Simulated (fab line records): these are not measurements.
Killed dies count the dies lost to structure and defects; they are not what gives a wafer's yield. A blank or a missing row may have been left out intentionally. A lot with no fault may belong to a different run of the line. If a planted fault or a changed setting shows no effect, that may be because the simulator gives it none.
Which tool is to blame? | flow gf180mcu | 12 lots with 36 wafers sampled at 3 steps, on a route of 602 steps

## WHAT EACH GAUGE READ, for each wafer
GF_NWELL_TW_MEAS_11.
lot  | measured    | on           | NWELL_TW
L193 | day 3 09:30 | filmMetro-01 | 1581 1594 1586
L194 | day 3 15:32 | filmMetro-01 | 1593 1580 1584
L201 | day 5 04:17 | filmMetro-01 | 1591 1590 1590
L203 | day 5 16:05 | filmMetro-02 | 1354 1353 1348
L204 | day 5 21:50 | filmMetro-01 | 1377 1366 1368
L205 | day 6 11:23 | filmMetro-03 | 1586 1592 1591
L208 | day 7 01:47 | filmMetro-02 | 1568 1556 1555
L209 | day 7 04:41 | filmMetro-02 | 1559 1563 1560
L211 | day 7 15:08 | filmMetro-03 | 1574 1573 1576
L212 | day 7 20:37 | filmMetro-03 | 1578 1571 1568
L215 | day 8 11:36 | filmMetro-02 | 1567 1564 1557
L216 | day 8 15:05 | filmMetro-01 | 1585 1583 1571

GF_VT_IMPLANT_RS_MEAS_47: a four-point-probe measurement.
lot  | measured     | on           | NWELL_RS (ohm/sq)
L193 | day 7 13:37  | filmMetro-02 | 486.8 487.6 487.0
L194 | day 7 21:25  | filmMetro-03 | 488.2 488.2 486.6
L201 | day 9 19:34  | filmMetro-03 | 490.4 489.5 489.0
L203 | day 10 12:10 | filmMetro-03 | 654.6 651.7 653.9
L204 | day 10 19:58 | filmMetro-03 | 652.0 655.0 651.9
L205 | day 11 13:22 | filmMetro-01 | 486.2 487.7 487.1
L208 | day 12 04:14 | filmMetro-02 | 489.5 487.9 488.6
L209 | day 12 08:40 | filmMetro-01 | 486.0 485.8 485.2
L211 | day 12 22:49 | filmMetro-02 | 490.0 489.7 490.5
L212 | day 13 05:51 | filmMetro-03 | 485.3 488.0 487.2
L215 | day 13 22:28 | filmMetro-02 | 487.9 489.3 487.6
L216 | day 14 03:55 | filmMetro-01 | 488.7 487.9 490.1

## TOOL THAT RAN EACH LOT (tool first, then ch and the chambers of the sampled wafers, then the start)
lot  | GF_NWELL_IMPLANT_08
L193 | implanter-02 ch 0, day 3 09:08
L194 | implanter-01 ch 0, day 3 15:08
L201 | implanter-01 ch 0, day 5 03:53
L203 | implanter-01 ch 0, day 5 15:41
L204 | implanter-01 ch 0, day 5 21:26
L205 | implanter-02 ch 0, day 6 10:59
L208 | implanter-04 ch 0, day 7 01:25
L209 | implanter-02 ch 0, day 7 04:17
L211 | implanter-02 ch 0, day 7 14:44
L212 | implanter-02 ch 0, day 7 20:14
L215 | implanter-02 ch 0, day 8 11:14
L216 | implanter-02 ch 0, day 8 14:41
- GF_NWELL_IMPLANT_08

## AS READ BY THE TOOLS THEMSELVES (means over the sampled wafers that have a number; for cases with no such wafer, the mark the record gives instead)
GF_NWELL_IMPLANT_08.
lot  | tool         | doseIonsCm2 | faradayCurrentUA
L193 | implanter-02 | 1.4999e+13  | 85.0
L194 | implanter-01 | 1.4995e+13  | 84.8
L201 | implanter-01 | 1.4989e+13  | 85.1
L203 | implanter-01 | 8.5797e+12  | 48.7
L204 | implanter-01 | 8.5807e+12  | 49.6
L205 | implanter-02 | 1.5010e+13  | 85.5
L208 | implanter-04 | 1.5016e+13  | 84.4
L209 | implanter-02 | 1.5018e+13  | 82.6
L211 | implanter-02 | 1.4997e+13  | 85.6
L212 | implanter-02 | 1.5024e+13  | 83.5
L215 | implanter-02 | 1.5017e+13  | 84.3
L216 | implanter-02 | 1.4999e+13  | 84.5

## THE ANSWER, worked out from the rows above alone
Rule: the usual values come from the lots themselves. Put in order of their means at a reading, lots are off if they are a third of the lots or fewer, leave a main group of 4 or more, and stand apart from it by a gap of 3 or more times the standard deviation of the main group's means; of several such gaps the widest counts. A main group is skipped when, at the precision printed for the reading in the tables above, its means are all equal. A lot without any number at a reading at which 4 lots or more have one is off too. All remaining lots with rows at the step are treated as sound. Order of review: gauges by route order, followed by the tools' own readings, for which a lot's mean as printed above is used. At the first step where some lot is off, the reading lying furthest off is the one used; lots without a number count as furthest.
Off: L203, L204, seen at GF_NWELL_TW_MEAS_11 (NWELL_TW). Main group: mean 1576, sd 11.
A tool fits if, at a process step before that reading, it ran every lot that is off, and no sound lot after the first of them. Not tried: the gauges at GF_NWELL_TW_MEAS_11; whatever is off there is also off at GF_VT_IMPLANT_RS_MEAS_47, on other tools, and gauge error can't account for it. One fits: GF_NWELL_IMPLANT_08 on implanter-01. Its last sound lot is L201 (day 5 03:53), its first lot that is off L203 (day 5 15:41): a fault that began between those two fits.
The tool's own readings at GF_NWELL_IMPLANT_08 bear it out: on the lots that are off they differ by more than 5 times the standard deviation of the sound lots' means. doseIonsCm2 reads 8.5802e+12 there against 1.5006e+13 on the sound lots; faradayCurrentUA reads 49.2 there against 84.5 on the sound lots.

## WHAT THE SIMULATOR HAD INSERTED
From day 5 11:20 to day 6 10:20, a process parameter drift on implanter-01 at GF_NWELL_IMPLANT_08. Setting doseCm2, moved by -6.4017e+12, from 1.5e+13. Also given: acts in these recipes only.
Shown lots that were struck: L203, L204. The same result came from the rule above.
